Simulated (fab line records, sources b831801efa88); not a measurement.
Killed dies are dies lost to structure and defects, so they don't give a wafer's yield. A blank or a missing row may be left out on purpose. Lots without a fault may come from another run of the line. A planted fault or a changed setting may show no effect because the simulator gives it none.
A struck lot beside a sound one | flow sky130 | 17 steps out of a route of 708
Sound: wafers L552.1, L552.2, L552.6. Struck: wafers L560.1, L560.4, L560.5. The cause comes at the end.
At each step with rows: each side's tool, then ch and its chambers, then its first start. Under that, the readings that differ: sound wafers | struck wafers | difference of the means | sigmas: that difference in standard deviations of wafers without a fault.
alike: readings whose means differ by less than 2 such deviations, and words and numbers that are the same on both sides. not compared: withheld readings, readings that some wafer has no value for, bounds like >300 that may hide the same value, and numbers for which the record gives no deviation and whose values overlap.
The two part at a step that has a row with sigmas, a row that says differs or no value, or rows on one side only. Numbers that don't overlap but have no deviation are shown without sigmas and don't part them. A reading that every wafer of one side lacks parts them only if that side has two wafers or more.

first, 1 step without rows for these wafers: SKY_VT_ADJUST_NCORE_IMPLANT_09.
SKY_VT_ADJUST_NCORE_STRIP_10: strips in O2/N2.
  sound on plasma_asher-01 ch 0,1, day 8 22:34; struck on plasma_asher-02 ch 0,1, day 11 16:16
  alike: chamber_pressure_mTorr, drypump_motor_current_A, n2_flow_sccm, oes_product_au, strip_time_to_endpoint_s
  not compared: rf_hours_counter_h
SKY_VT_ADJUST_NCORE_TW_MEAS_11:
  sound on film_metro-04, day 8 22:40; struck on film_metro-01, day 11 16:22
  alike: VT_ADJUST_NCORE_TW
then, 7 steps without rows for these wafers: SKY_VT_ADJUST_HVTR_DEHYDRATE_00 (time 60 s); SKY_VT_ADJUST_HVTR_HMDS_01 (prime time 60 s); SKY_VT_ADJUST_HVTR_COAT_02 (resist thk 1140 nm); SKY_VT_ADJUST_HVTR_SOFTBAKE_03 (time 60 s); SKY_VT_ADJUST_HVTR_EXPOSE_04 (exposes mask HVTRM, target cd 380 nm); SKY_VT_ADJUST_HVTR_PEB_05; SKY_VT_ADJUST_HVTR_DEVELOP_06 (develop time 60 s).
SKY_VT_ADJUST_HVTR_CD_MEAS_07: target cd 380 nm.
  sound on cd_sem-01, day 9 20:46; struck on cd_sem-01, day 12 16:03
  alike: cd_nm
SKY_VT_ADJUST_HVTR_OVL_MEAS_08:
  sound on overlay-01, day 9 20:53; struck on overlay-02, day 12 16:10
  alike: VT_ADJUST_HVTR_OVL
SKY_VT_ADJUST_HVTR_IMPLANT_09:
  sound on implanter-03 ch 0, day 9 20:55; struck on implanter-03 ch 0, day 12 16:13
  reading                          | sound                      | struck                          | difference | sigmas
  beam_on_s (s)                    | 10.12 9.89 10.18           | 12.48 12.18 12.43               | +2.30      | +12
  end_station_pressure_torr (Torr) | 5.24e-06 5.24e-06 5.04e-06 | 9.594e-05 0.00011022 0.00011223 | +1.010e-04 | +99 or more
  faraday_current_uA               | 11.68 12.01 11.64          | 9.59 9.88 9.61                  | -2.08      | -9
SKY_VT_ADJUST_HVTR_STRIP_10: strips in O2/N2.
  sound on plasma_asher-04 ch 0,1, day 9 21:04; struck on plasma_asher-04 ch 0,1, day 12 16:22
  alike: chamber_pressure_mTorr, drypump_motor_current_A, n2_flow_sccm, oes_product_au, strip_time_to_endpoint_s
  not compared: rf_hours_counter_h
SKY_VT_ADJUST_HVTR_TW_MEAS_11:
  sound on film_metro-01, day 9 21:10; struck on film_metro-04, day 12 16:28
  reading           | sound             | struck            | difference | sigmas
  VT_ADJUST_HVTR_TW | 208.8 208.4 209.8 | 222.0 221.9 221.8 | +12.9      | +9
then, 1 step without rows for these wafers: SKY_VT_ADJUST_PCH_DEHYDRATE_00 (time 60 s).
-- the record jumps here: 36 days lie between the struck wafers' starts before and after (it left off in module VT_ADJUST_PCH and takes up again in module PAD_OPEN, whose first step shown is number 708 of the route) --
SKY_PAD_OPEN_PROBE_99:
  sound on prober-01, day 46 01:14; struck on prober-01, day 48 16:37
  reading                                  | sound                   | struck                  | difference | sigmas
  model.etest.pfet_01v8_mvt.drive_ua_um    | 157.9 157.6 159.2       | 169.2 168.7 167.7       | +10.3      |
  model.etest.pfet_01v8_mvt.off_log10_a_um | -10.33 -10.37 -10.28    | -9.245 -9.27 -9.239     | +1.075     |
  model.etest.pfet_01v8_mvt.vt_sat_v (V)   | -0.5436 -0.5428 -0.5354 | -0.4328 -0.431 -0.4324  | +0.1085    |
  model.etest.pfet_01v8_mvt.vt_v (V)       | -0.6303 -0.6297 -0.6232 | -0.5422 -0.5401 -0.5393 | +0.0872    |
  model.etest.pfet_01v8_mvt.vt_long_v (V)  | -0.8347 -0.8362 -0.8293 | -0.7698 -0.7707 -0.7698 | +0.0633    |
  alike: killed_at_M0_to_M3, killed_at_M4_up, killed_at_contacts, killed_at_front_end, killed_at_other, killed_dies, killed_open, killed_short

WHERE THEY PART
First at SKY_VT_ADJUST_HVTR_IMPLANT_09; last, within this record, at SKY_VT_ADJUST_HVTR_TW_MEAS_11. Later steps at which nothing parts them and some readings are alike: SKY_PAD_OPEN_PROBE_99.

WHY: what the simulator had put in
Process parameter drift: implanter-03, from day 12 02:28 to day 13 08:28, at SKY_VT_ADJUST_HVTR_IMPLANT_09. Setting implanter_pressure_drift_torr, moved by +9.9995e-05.
Process parameter drift: implanter-03, from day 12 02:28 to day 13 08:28, at SKY_VT_ADJUST_HVTR_IMPLANT_09. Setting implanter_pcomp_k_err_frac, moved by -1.
